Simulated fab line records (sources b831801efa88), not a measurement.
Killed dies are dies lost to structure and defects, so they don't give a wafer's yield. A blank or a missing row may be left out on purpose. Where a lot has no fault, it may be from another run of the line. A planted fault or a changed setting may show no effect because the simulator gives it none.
fab line records	flow sky130
record: lots: 6	wafers: 18	last-day: 50
route steps=708 shown DNWELL@39 PWDE@45 NWELL@56 PAD_OPEN@708
lots with no fault: from the same line, run without faults
start-h: the number of hours between the record's first day and the start of the first shown wafer of the lot	wait-h: hours elapsed since this lot's preceding step	" same as the row above	L1.1+2: a row that stands for several wafers	- value missing, or start not given	* or withheld: withheld	< > ~ a bound
route shown NAME@n: NAME is a module with steps in the file, n the number in the route of the first one	usual: mean/standard deviation of fault-free wafers	same: alike in all rows	chamber/n: place in a boat	sites: the reading at each site	_std_site: the standard deviation of these	_edge_site: outer sites' mean less inner sites'	radius-mm: how far each site lies from the wafer's centre	mask NAME#n: copy n	behind: the most recent tool/chamber to have shaped the wafer	hold: reason for holding the lot/hours on hold/outcome of the hold	device: transistor that didn't switch, given as n, p or np	end of line: at the end of the route, the tests of the same wafers	step lacking rows: just its recipe	killed: at the first sort, the dies lost to defects and structure; wafer yield is something else	map: a wafer's dies, marking killed ones x, the rest . and places with no die _
set.NAME: setting as actually run; set.NAME@STEP: the setting as run at that earlier step	model.NAME: the simulator's own value behind a step, which no gauge read
lots at selected steps of the route; one table per step, one row per wafer
services: the hour from which a tool's chamber was out of use, counted from the record's first day as start-h (under 0 if before that day), plus the number of hours and why
== steps ==
step: SKY_DNWELL_EXPOSE_04
recipe: mask-id: DNM	na: 0.57	target-cd-nm: 3000	dose-mj: 222
step: SKY_DNWELL_PEB_05
recipe: temp-c: 115	time-s: withheld
step: SKY_DNWELL_DEVELOP_06
recipe: wall-angle-deg: 90	developer: TMAH	develop-time-s: 60	dev-temp-c: 23
step: SKY_DNWELL_IMPLANT_07
recipe: species: P	energy-kev: withheld	dose-cm2: withheld	tilt-deg: withheld
step: SKY_DNWELL_STRIP_08
recipe: chemistry: O2/N2	power-w: 1400	pressure-mtorr: 1500	platen-temp-c: withheld	o2-flow-sccm: 3000	n2-flow-sccm: 300	overash-fraction: 0.5
usual: drypump-motor-current-A: 5.8/0.51	oes-product-au: 0.722/0.0045	strip-time-to-endpoint-s: 37.00/0.11
lot.wafer	tool	chamber	start-h	wait-h	drypump-motor-current-A	oes-product-au	rf-hours-counter-h	strip-time-to-endpoint-s
L813.1	plasma-asher-04	0	53.68	0.1	6.1	0.719	39	36.95
L813.2	"	1	"	"	5.1	0.728	39	36.92
L813.3	"	0	"	"	6.1	0.715	-	36.85
L814.1	plasma-asher-03	0	58.87	0.1	5.5	0.725	20	36.95
L814.2	"	1	"	"	6.5	0.726	20	37.05
L814.3	"	0	"	"	5.5	0.725	-	37.13
L822.1	plasma-asher-04	0	100.08	0.1	6.1	0.724	44	37.13
L822.4	"	0	"	"	6.2	0.719	-	37.07
L822.5	"	0	"	"	6.2	0.715	-	37.11
L827.4	plasma-asher-01	0	130.50	0.1	5.5	0.727	-	36.90
L827.5	"	0	"	"	5.5	0.718	-	36.89
L827.6	"	1	"	"	6.4	0.724	-	37.04
L828.1	plasma-asher-03	1	134.52	0.1	6.5	0.722	26	37.09
L828.3	"	1	"	"	6.5	0.715	-	37.13
L828.5	"	0	"	"	5.6	0.713	-	37.13
L835.1	plasma-asher-01	1	187.03	0.1	6.4	0.716	8	37.11
L835.2	"	0	"	"	5.5	0.721	8	37.18
L835.6	"	1	"	"	6.4	0.717	-	37.05
step: SKY_DNWELL_TW_MEAS_09
usual: DNWELL_TW: 1112/9.3
lot.wafer	tool	chamber	start-h	wait-h	DNWELL_TW
L813.1	film-metro-01	-	53.78	0.1	1108
L813.2	"	-	"	"	1113
L813.3	"	-	"	"	1115
L814.1	film-metro-04	-	58.97	0.1	1127
L814.2	"	-	"	"	1128
L814.3	"	-	"	"	1129
L822.1	film-metro-03	-	100.18	0.1	1127
L822.4	"	-	"	"	1129
L822.5	"	-	"	"	1125
L827.4	film-metro-03	-	130.60	0.1	1109
L827.5	"	-	"	"	1111
L827.6	"	-	"	"	1116
L828.1	film-metro-01	-	134.62	0.1	1100
L828.3	"	-	"	"	1104
L828.5	"	-	"	"	1105
L835.1	film-metro-01	-	187.13	0.1	1103
L835.2	"	-	"	"	1103
L835.6	"	-	"	"	1102
step: SKY_PWDE_DEHYDRATE_00
recipe: temp-c: 200	time-s: 60
step: SKY_PWDE_HMDS_01
recipe: prime-time-s: 60	prime-temp-c: 119.3
step: SKY_PWDE_COAT_02
recipe: spin-rpm: 2000	resist-thk-nm: 3000
step: SKY_PWDE_SOFTBAKE_03
recipe: temp-c: 110	time-s: withheld
step: SKY_PWDE_EXPOSE_04
recipe: mask-id: PWDEM	na: 0.6	source-shape: conventional	sigma-outer: 0.6	polarization: unpolarized	target-cd-nm: 840	dose-mj: 214
step: SKY_PWDE_PEB_05
recipe: temp-c: 115	time-s: withheld
step: SKY_PWDE_DEVELOP_06
recipe: wall-angle-deg: 90	developer: TMAH	develop-time-s: 60	dev-temp-c: 23
lot.wafer	tool	chamber	start-h	wait-h
L813.1+2+3	litho-track-01	0	69	-
L814.1+2+3	litho-track-04	0	76	-
L822.1+4+5	litho-track-04	0	118	-
L827.4+5+6	litho-track-01	0	148	-
L828.1+3+5	litho-track-01	0	152	-
L835.1+2+6	litho-track-04	0	208	-
step: SKY_PWDE_OVL_MEAS_07
usual: PWDE_OVL: -0.5/1.3
lot.wafer	tool	chamber	start-h	wait-h	PWDE_OVL[nm]
L813.1	overlay-01	-	69.85	-	1.9
L813.2	"	-	"	"	2.8
L813.3	"	-	"	"	1.2
L814.1	overlay-02	-	76.33	-	-0.4
L814.2	"	-	"	"	1.1
L814.3	"	-	"	"	-0.1
L822.1	overlay-02	-	118.93	-	-0.5
L822.4	"	-	"	"	-0.1
L822.5	"	-	"	"	-0.7
L827.4	overlay-01	-	148.67	-	0.6
L827.5	"	-	"	"	0.1
L827.6	"	-	"	"	-0.1
L828.1	overlay-02	-	153.02	-	-2.4
L828.3	"	-	"	"	0.5
L828.5	"	-	"	"	-1.1
L835.1	overlay-02	-	208.88	-	-2.1
L835.2	"	-	"	"	-1.3
L835.6	"	-	"	"	-2.3
step: SKY_PWDE_IMPLANT_08
recipe: species: B	energy-kev: 150	dose-cm2: 3.6e+12	tilt-deg: withheld
step: SKY_PWDE_STRIP_09
recipe: chemistry: O2/N2	power-w: 1400	pressure-mtorr: 1500	platen-temp-c: withheld	o2-flow-sccm: 3000	n2-flow-sccm: 300	overash-fraction: 0.5
usual: drypump-motor-current-A: 6.0/0.48	oes-product-au: 0.722/0.0044	strip-time-to-endpoint-s: 37.02/0.11
lot.wafer	tool	chamber	start-h	wait-h	drypump-motor-current-A	oes-product-au	rf-hours-counter-h	strip-time-to-endpoint-s
L813.1	plasma-asher-01	0	70.04	0.1	5.5	0.721	42	37.07
L813.2	"	1	"	"	6.5	0.728	42	37.00
L813.3	"	0	"	"	5.5	0.728	-	36.98
L814.1	plasma-asher-01	1	76.51	0.1	6.4	0.728	43	37.08
L814.2	"	0	"	"	5.5	0.728	43	37.08
L814.3	"	1	"	"	6.4	0.721	-	37.06
L822.1	plasma-asher-02	0	119.11	0.1	5.4	0.726	44	37.14
L822.4	"	0	"	"	5.5	0.720	-	37.02
L822.5	"	0	"	"	5.4	0.726	-	37.12
L827.4	plasma-asher-01	0	148.87	0.1	5.5	0.716	-	37.03
L827.5	"	0	"	"	5.5	0.723	-	36.94
L827.6	"	1	"	"	6.4	0.726	-	36.87
L828.1	plasma-asher-02	0	153.21	0.1	5.4	0.723	48	37.10
L828.3	"	1	"	"	6.4	0.718	-	37.06
L828.5	"	1	"	"	6.4	0.725	-	37.08
L835.1	plasma-asher-03	1	209.06	0.1	6.5	0.718	31	37.04
L835.2	"	0	"	"	5.5	0.713	31	37.09
L835.6	"	1	"	"	6.5	0.719	-	37.21
step: SKY_PWDE_TW_MEAS_10
usual: PWDE_TW: 374.2/2.4
lot.wafer	tool	chamber	start-h	wait-h	PWDE_TW
L813.1	film-metro-01	-	70.14	0.1	372.6
L813.2	"	-	"	"	370.6
L813.3	"	-	"	"	371.4
L814.1	film-metro-03	-	76.61	0.1	373.9
L814.2	"	-	"	"	372.6
L814.3	"	-	"	"	374.9
L822.1	film-metro-03	-	119.21	0.1	373.8
L822.4	"	-	"	"	377.2
L822.5	"	-	"	"	374.1
L827.4	film-metro-03	-	148.97	0.1	373.6
L827.5	"	-	"	"	373.8
L827.6	"	-	"	"	372.1
L828.1	film-metro-01	-	153.31	0.1	373.0
L828.3	"	-	"	"	369.0
L828.5	"	-	"	"	369.2
L835.1	film-metro-04	-	209.16	0.1	376.3
L835.2	"	-	"	"	376.3
L835.6	"	-	"	"	374.9
step: SKY_NWELL_DEHYDRATE_03
recipe: temp-c: 200	time-s: 60
step: SKY_NWELL_HMDS_04
recipe: prime-time-s: 60	prime-temp-c: 120
step: SKY_NWELL_COAT_05
recipe: spin-rpm: 2000	resist-thk-nm: 3000
step: SKY_NWELL_SOFTBAKE_06
recipe: temp-c: 110	time-s: withheld
step: SKY_NWELL_EXPOSE_07
recipe: mask-id: NWM	na: 0.6	source-shape: conventional	sigma-outer: 0.6	polarization: unpolarized	target-cd-nm: 840	dose-mj: 255
step: SKY_NWELL_PEB_08
recipe: temp-c: 115	time-s: withheld
step: SKY_NWELL_DEVELOP_09
recipe: wall-angle-deg: 90	developer: TMAH	develop-time-s: 60	dev-temp-c: 23
step: SKY_NWELL_OVL_MEAS_10
usual: NWELL_00_OVL: -0.6/1.4
lot.wafer	tool	chamber	start-h	wait-h	NWELL_00_OVL[nm]
L813.1	overlay-02	-	86.28	-	-0.9
L813.2	"	-	"	"	-2.9
L813.3	"	-	"	"	0.6
L814.1	overlay-02	-	93.20	-	-1.7
L814.2	"	-	"	"	-2.0
L814.3	"	-	"	"	-1.7
L822.1	overlay-01	-	136.09	-	-1.4
L822.4	"	-	"	"	-1.8
L822.5	"	-	"	"	-2.2
L827.4	overlay-01	-	168.65	-	-0.2
L827.5	"	-	"	"	-2.8
L827.6	"	-	"	"	-1.9
L828.1	overlay-02	-	173.03	-	-0.4
L828.3	"	-	"	"	-0.1
L828.5	"	-	"	"	-1.0
L835.1	overlay-01	-	230.88	-	-1.3
L835.2	"	-	"	"	-0.5
L835.6	"	-	"	"	-1.3
step: SKY_NWELL_IMPLANT_11
recipe: species: P	energy-kev: 400	dose-cm2: 1.943e+13	tilt-deg: withheld
step: SKY_NWELL_IMPLANT_12
recipe: species: P	energy-kev: 120	dose-cm2: 1.3e+12	tilt-deg: withheld
step: SKY_NWELL_IMPLANT_13
recipe: species: P	energy-kev: 50	dose-cm2: 7e+11	tilt-deg: withheld
step: SKY_NWELL_STRIP_14
recipe: chemistry: O2/N2	power-w: 1400	pressure-mtorr: 1500	platen-temp-c: withheld	o2-flow-sccm: 3000	n2-flow-sccm: 300	overash-fraction: 0.5
usual: drypump-motor-current-A: 5.9/0.51	oes-product-au: 0.723/0.0053	strip-time-to-endpoint-s: 36.98/0.094
lot.wafer	tool	chamber	start-h	wait-h	drypump-motor-current-A	oes-product-au	rf-hours-counter-h	strip-time-to-endpoint-s
L813.1	plasma-asher-04	1	86.76	0.1	5.2	0.719	43	37.02
L813.2	"	0	"	"	6.1	0.722	43	37.00
L813.3	"	1	"	"	5.1	0.716	-	36.97
L814.1	plasma-asher-04	0	93.69	0.1	6.1	0.723	43	36.95
L814.2	"	1	"	"	5.1	0.723	43	37.05
L814.3	"	0	"	"	6.1	0.726	-	37.06
L822.1	plasma-asher-03	1	136.57	0.1	6.5	0.722	26	37.05
L822.4	"	0	"	"	5.5	0.727	-	37.08
L822.5	"	1	"	"	6.5	0.723	-	37.07
L827.4	plasma-asher-02	1	169.16	0.1	6.4	0.714	-	36.85
L827.5	"	1	"	"	6.4	0.715	-	36.84
L827.6	"	0	"	"	5.4	0.730	-	36.84
L828.1	plasma-asher-02	1	173.51	0.1	6.4	0.728	51	36.88
L828.3	"	0	"	"	5.5	0.716	-	36.86
L828.5	"	1	"	"	6.4	0.733	-	36.95
L835.1	plasma-asher-03	1	231.36	0.1	6.5	0.723	33	36.88
L835.2	"	0	"	"	5.5	0.726	33	36.90
L835.6	"	1	"	"	6.4	0.712	-	36.83
step: SKY_NWELL_TW_MEAS_15
usual: NWELL_TW: 1831/12
lot.wafer	tool	chamber	start-h	wait-h	NWELL_TW
L813.1	film-metro-01	-	86.86	0.1	1822
L813.2	"	-	"	"	1815
L813.3	"	-	"	"	1834
L814.1	film-metro-03	-	93.79	0.1	1842
L814.2	"	-	"	"	1837
L814.3	"	-	"	"	1833
L822.1	film-metro-01	-	136.67	0.1	1821
L822.4	"	-	"	"	1817
L822.5	"	-	"	"	1817
L827.4	film-metro-04	-	169.25	0.1	1862
L827.5	"	-	"	"	1852
L827.6	"	-	"	"	1842
L828.1	film-metro-03	-	173.61	0.1	1842
L828.3	"	-	"	"	1832
L828.5	"	-	"	"	1838
L835.1	film-metro-03	-	231.46	0.1	1823
L835.2	"	-	"	"	1825
L835.6	"	-	"	"	1832
step: SKY_NWELL_DEHYDRATE_16
recipe: temp-c: 200	time-s: 60
step: SKY_NWELL_HMDS_17
recipe: prime-time-s: 60	prime-temp-c: 120
step: SKY_NWELL_COAT_18
recipe: spin-rpm: 2000	resist-thk-nm: 3000
step: SKY_NWELL_SOFTBAKE_19
recipe: temp-c: 110	time-s: withheld
step: SKY_NWELL_EXPOSE_20
recipe: mask-id: NWM_COMPLEMENT	na: 0.6	source-shape: conventional	sigma-outer: 0.6	polarization: unpolarized	target-cd-nm: 840	dose-mj: 260
step: SKY_NWELL_PEB_21
recipe: temp-c: 115	time-s: withheld
step: SKY_NWELL_DEVELOP_22
recipe: wall-angle-deg: 90	developer: TMAH	develop-time-s: 60	dev-temp-c: 23
step: SKY_NWELL_OVL_MEAS_23
usual: NWELL_01_OVL: 0.1/1.6
lot.wafer	tool	chamber	start-h	wait-h	NWELL_01_OVL[nm]
L813.1	overlay-02	-	103.85	-	-0.5
L813.2	"	-	"	"	0.5
L813.3	"	-	"	"	-1.2
L814.1	overlay-02	-	111.05	-	-0.9
L814.2	"	-	"	"	0.6
L814.3	"	-	"	"	0.6
L822.1	overlay-02	-	156.18	-	-0.9
L822.4	"	-	"	"	-0.3
L822.5	"	-	"	"	-2.5
L827.4	overlay-02	-	190.60	-	2.3
L827.5	"	-	"	"	1.1
L827.6	"	-	"	"	-0.9
L828.1	overlay-02	-	194.90	-	-2.0
L828.3	"	-	"	"	-1.8
L828.5	"	-	"	"	-0.8
L835.1	overlay-01	-	253.90	-	-0.5
L835.2	"	-	"	"	-0.3
L835.6	"	-	"	"	-0.7
step: SKY_NWELL_IMPLANT_24
recipe: species: B	energy-kev: 140	dose-cm2: 9.2e+12	tilt-deg: withheld
step: SKY_NWELL_STRIP_25
recipe: chemistry: O2/N2	power-w: 1400	pressure-mtorr: 1500	platen-temp-c: withheld	o2-flow-sccm: 3000	n2-flow-sccm: 300	overash-fraction: 0.5
usual: drypump-motor-current-A: 5.9/0.52	oes-product-au: 0.722/0.0044	strip-time-to-endpoint-s: 36.97/0.1
lot.wafer	tool	chamber	start-h	wait-h	drypump-motor-current-A	oes-product-au	rf-hours-counter-h	strip-time-to-endpoint-s
L813.1	plasma-asher-03	1	104.04	0.1	6.5	0.725	23	37.11
L813.2	"	0	"	"	5.5	0.720	23	37.06
L813.3	"	1	"	"	6.5	0.725	-	37.12
L814.1	plasma-asher-03	1	111.24	0.1	6.5	0.731	24	36.97
L814.2	"	0	"	"	5.5	0.721	24	37.00
L814.3	"	1	"	"	6.5	0.725	-	37.01
L822.1	plasma-asher-04	0	156.36	0.1	6.2	0.728	50	37.04
L822.4	"	1	"	"	5.1	0.722	-	37.11
L822.5	"	1	"	"	5.1	0.724	-	36.98
L827.4	plasma-asher-02	0	190.80	0.1	5.5	0.725	-	36.82
L827.5	"	1	"	"	6.5	0.720	-	36.82
L827.6	"	0	"	"	5.4	0.721	-	36.88
L828.1	plasma-asher-03	1	195.09	0.1	6.5	0.724	29	36.89
L828.3	"	1	"	"	6.5	0.721	-	36.89
L828.5	"	1	"	"	6.4	0.730	-	36.97
L835.1	plasma-asher-02	1	254.09	0.1	6.4	0.711	57	36.91
L835.2	"	0	"	"	5.4	0.718	57	36.86
L835.6	"	1	"	"	6.4	0.727	-	36.93
step: SKY_NWELL_TW_MEAS_26
usual: NWELL_2_TW: 496/3.4
lot.wafer	tool	chamber	start-h	wait-h	NWELL_2_TW
L813.1	film-metro-04	-	104.14	0.1	501
L813.2	"	-	"	"	501
L813.3	"	-	"	"	501
L814.1	film-metro-03	-	111.34	0.1	495
L814.2	"	-	"	"	497
L814.3	"	-	"	"	500
L822.1	film-metro-03	-	156.46	0.1	492
L822.4	"	-	"	"	492
L822.5	"	-	"	"	490
L827.4	film-metro-04	-	190.89	0.1	502
L827.5	"	-	"	"	502
L827.6	"	-	"	"	505
L828.1	film-metro-01	-	195.19	0.1	494
L828.3	"	-	"	"	493
L828.5	"	-	"	"	492
L835.1	film-metro-04	-	254.19	0.1	497
L835.2	"	-	"	"	501
L835.6	"	-	"	"	499
step: SKY_NWELL_CLEAN_27
recipe: chemistry: SC1/SC2	mix: 1:4:20	temp-c: 70	time-s: 150	dry: n2-spin
step: SKY_PAD_OPEN_PROBE_99
usual: killed_at_M0_to_M3: 43/5.9	killed_at_M4_up: 3.3/1.9	killed-at-contacts: 24/5.6	killed-at-front-end: 15/4.1	killed-at-other: 0.4/0.66	killed-dies: 86/9	killed-on-rim: 17/3.7	killed-open: 47/6.9	killed-short: 39/6.2
same: gross-dies: 492	killed-at-back-side: 0
lot.wafer	tool	chamber	start-h	wait-h	killed_at_M0_to_M3	killed_at_M4_up	killed-at-contacts	killed-at-front-end	killed-at-other	killed-dies	killed-on-rim	killed-open	killed-short	model.etest.res_p_drift_20v.width-nm
L813.1	prober-01	-	1079.35	0.1	36	2	16	23	0	77	18	42	35	846.2
L813.2	prober-01	-	1079.40	0.1	39	3	21	19	1	83	21	39	44	842.2
L813.3	prober-01	-	1079.45	0.2	48	5	28	21	0	102	19	56	46	839.4
L814.1	prober-02	-	1081.70	0.1	42	1	27	13	0	83	20	36	46	833.4
L814.2	prober-02	-	1081.75	0.1	40	4	29	21	0	94	20	40	54	828.2
L814.3	prober-02	-	1081.80	0.2	37	3	23	18	0	81	12	47	33	831.6
L822.1	prober-02	-	1123.31	0.1	33	5	26	22	0	86	10	45	41	839.6
L822.4	prober-02	-	1123.46	0.2	42	6	24	19	0	91	21	53	38	840.8
L822.5	prober-02	-	1123.51	0.2	43	4	23	21	0	91	16	44	47	838.4
L827.4	prober-01	-	1157.85	0.2	38	4	28	14	1	85	19	47	37	816.3
L827.5	prober-01	-	1157.90	0.2	39	3	23	25	1	91	18	56	33	817.1
L827.6	prober-01	-	1157.95	0.2	41	1	34	17	1	94	19	46	48	815.5
L828.1	prober-02	-	1160.45	0.1	37	1	25	15	0	78	10	40	38	805
L828.3	prober-02	-	1160.55	0.2	37	6	21	17	1	82	17	38	44	811.2
L828.5	prober-02	-	1160.65	0.2	43	5	27	23	0	98	26	60	38	814
L835.1	prober-01	-	1202.97	0.1	44	2	28	11	0	85	17	52	32	842.8
L835.2	prober-01	-	1203.02	0.1	46	2	22	16	0	86	20	51	35	841
L835.6	prober-01	-	1203.22	0.2	39	4	18	16	0	77	15	39	37	841.7
killed by level:class
L813.1 VIA1:geometric-particle:open=10 POLY_GATE:geometric-particle:open=7 VIA1:geometric-particle:short=6 LI_CONTACT:geometric-particle:open=5 VIA3:geometric-particle:open=5 POLY_GATE:geometric-particle:short=4 CONTACT:geometric-particle:open=4 FIELD_ISO:geometric-particle:open=3
L813.2 VIA1:geometric-particle:short=9 CONTACT:geometric-particle:open=9 VIA3:geometric-particle:open=7 METAL2:geometric-particle:short=6 VIA2:geometric-particle:open=5 METAL1:geometric-particle:short=4 FIELD_ISO:geometric-particle:open=3 CONTACT:geometric-particle:short=3
L813.3 VIA1:geometric-particle:open=15 LI_CONTACT:geometric-particle:open=10 METAL1:geometric-particle:short=7 VIA1:geometric-particle:short=7 VIA3:geometric-particle:open=7 FIELD_ISO:geometric-particle:short=6 POLY_GATE:geometric-particle:short=6 CONTACT:geometric-particle:open=6
L814.1 CONTACT:geometric-particle:open=9 CONTACT:geometric-particle:short=7 VIA3:geometric-particle:short=7 VIA2:geometric-particle:open=6 METAL2:geometric-particle:short=6 METAL1:geometric-particle:short=5 VIA1:geometric-particle:open=5 LOCAL_INTERCONNECT:geometric-particle:short=4
L814.2 VIA1:geometric-particle:open=13 LOCAL_INTERCONNECT:geometric-particle:short=8 CONTACT:geometric-particle:open=7 POLY_GATE:geometric-particle:open=6 VIA1:geometric-particle:short=6 FIELD_ISO:geometric-particle:short=5 LI_CONTACT:geometric-particle:open=5 CONTACT:geometric-particle:short=5
L814.3 VIA1:geometric-particle:open=10 CONTACT:geometric-particle:open=8 POLY_GATE:geometric-particle:open=6 LI_CONTACT:geometric-particle:open=6 METAL2:geometric-particle:short=6 CONTACT:geometric-particle:short=5 VIA3:geometric-particle:open=5 POLY_GATE:geometric-particle:short=4
L822.1 CONTACT:geometric-particle:open=12 POLY_GATE:geometric-particle:open=7 POLY_GATE:geometric-particle:short=5 METAL1:geometric-particle:short=5 VIA1:geometric-particle:open=5 VIA1:geometric-particle:short=5 VIA3:geometric-particle:open=5 FIELD_ISO:geometric-particle:short=4
L822.4 VIA1:geometric-particle:open=10 VIA2:geometric-particle:open=8 LI_CONTACT:geometric-particle:open=8 FIELD_ISO:geometric-particle:short=7 POLY_GATE:geometric-particle:open=7 CONTACT:geometric-particle:open=7 LOCAL_INTERCONNECT:geometric-particle:short=5 VIA3:geometric-particle:open=5
L822.5 VIA1:geometric-particle:open=11 FIELD_ISO:geometric-particle:short=10 CONTACT:geometric-particle:open=10 VIA3:geometric-particle:open=7 VIA2:geometric-particle:open=6 CONTACT:geometric-particle:short=6 METAL2:geometric-particle:short=5 VIA1:geometric-particle:short=5
L827.4 CONTACT:geometric-particle:open=14 VIA1:geometric-particle:open=14 VIA3:geometric-particle:open=6 FIELD_ISO:geometric-particle:short=5 POLY_GATE:geometric-particle:short=5 VIA2:geometric-particle:short=5 VIA2:geometric-particle:open=4 LI_CONTACT:geometric-particle:open=4
L827.5 VIA1:geometric-particle:open=13 FIELD_ISO:geometric-particle:open=10 CONTACT:geometric-particle:open=10 LI_CONTACT:geometric-particle:open=7 VIA1:geometric-particle:short=7 POLY_GATE:geometric-particle:open=6 FIELD_ISO:geometric-particle:short=5 VIA3:geometric-particle:open=5
L827.6 CONTACT:geometric-particle:open=16 VIA1:geometric-particle:short=12 CONTACT:geometric-particle:short=8 LI_CONTACT:geometric-particle:open=7 VIA1:geometric-particle:open=7 POLY_GATE:geometric-particle:short=6 FIELD_ISO:geometric-particle:open=4 POLY_GATE:geometric-particle:open=4
L828.1 CONTACT:geometric-particle:open=11 METAL1:geometric-particle:short=8 FIELD_ISO:geometric-particle:open=6 METAL2:geometric-particle:short=5 VIA3:geometric-particle:open=5 LI_CONTACT:geometric-particle:open=4 LOCAL_INTERCONNECT:geometric-particle:short=4 CONTACT:geometric-particle:short=4
L828.3 VIA2:geometric-particle:open=8 LI_CONTACT:geometric-particle:open=7 CONTACT:geometric-particle:open=7 CONTACT:geometric-particle:short=6 VIA1:geometric-particle:short=6 METAL1:geometric-particle:short=6 METAL2:geometric-particle:short=6 FIELD_ISO:geometric-particle:short=5
L828.5 CONTACT:geometric-particle:open=17 VIA3:geometric-particle:open=11 METAL2:geometric-particle:short=10 POLY_GATE:geometric-particle:short=6 VIA1:geometric-particle:open=6 FIELD_ISO:geometric-particle:open=5 LI_CONTACT:geometric-particle:open=4 CONTACT:geometric-particle:short=4
L835.1 VIA1:geometric-particle:open=11 CONTACT:geometric-particle:open=10 LI_CONTACT:geometric-particle:open=9 METAL3:geometric-particle:open=5 METAL1:geometric-particle:short=5 VIA2:geometric-particle:open=5 VIA3:geometric-particle:short=5 FIELD_ISO:geometric-particle:short=4
L835.2 CONTACT:geometric-particle:open=11 VIA3:geometric-particle:open=9 VIA2:geometric-particle:open=8 VIA1:geometric-particle:open=6 VIA3:geometric-particle:short=6 FIELD_ISO:geometric-particle:short=5 FIELD_ISO:geometric-particle:open=5 CONTACT:geometric-particle:short=5
L835.6 VIA1:geometric-particle:open=10 METAL2:geometric-particle:short=7 LI_CONTACT:geometric-particle:open=5 LOCAL_INTERCONNECT:geometric-particle:short=5 VIA3:geometric-particle:open=5 CONTACT:geometric-particle:open=4 METAL1:geometric-particle:short=4 FIELD_ISO:geometric-particle:open=3
== services ==
tool	chamber	start-h	hours	kind
plasma-asher-03	-	67.44	12.2	repair
plasma-asher-01	-	108.75	9.0	pm
plasma-asher-01	0	108.75	9.0	vent-cycle
plasma-asher-01	1	108.75	9.0	vent-cycle
plasma-asher-01	0	117.75	-	clean
plasma-asher-01	1	117.75	-	clean
plasma-asher-04	-	147.06	3.0	repair
plasma-asher-03	-	150.54	28.1	pm
plasma-asher-02	-	176.08	14.5	repair
== key ==
first-sign none at tools or gauges
model-effect: step: SKY_PAD_OPEN_PROBE_99	value: etest.res_p_drift_20v.width-nm	without: 827	struck: 813.2
met-at SKY_PWDE_DEVELOP_06
struck-wafers L827.4,L827.5,L827.6,L828.1,L828.3,L828.5
tester-left-out L827,L828
onset-between 69 148
also-fits SKY_NWELL_STRIP_14:plasma-asher-02
fault: kind: process-parameter-drift	tool: litho-track-01	chamber: -	onset-h: 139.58	steps: SKY_PWDE_DEVELOP_06	channel: develop-time-s	offset: *	shape: step	end-h: 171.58	acts-in: *	stated: *
tester-left-out: of these lots the tester's yield and bins aren't shown, on N5 and GAA mostly nor the transistor test; their killed dies are dies lost to structure and defects alone, not to doping, threshold or leakage, so they don't give the yield
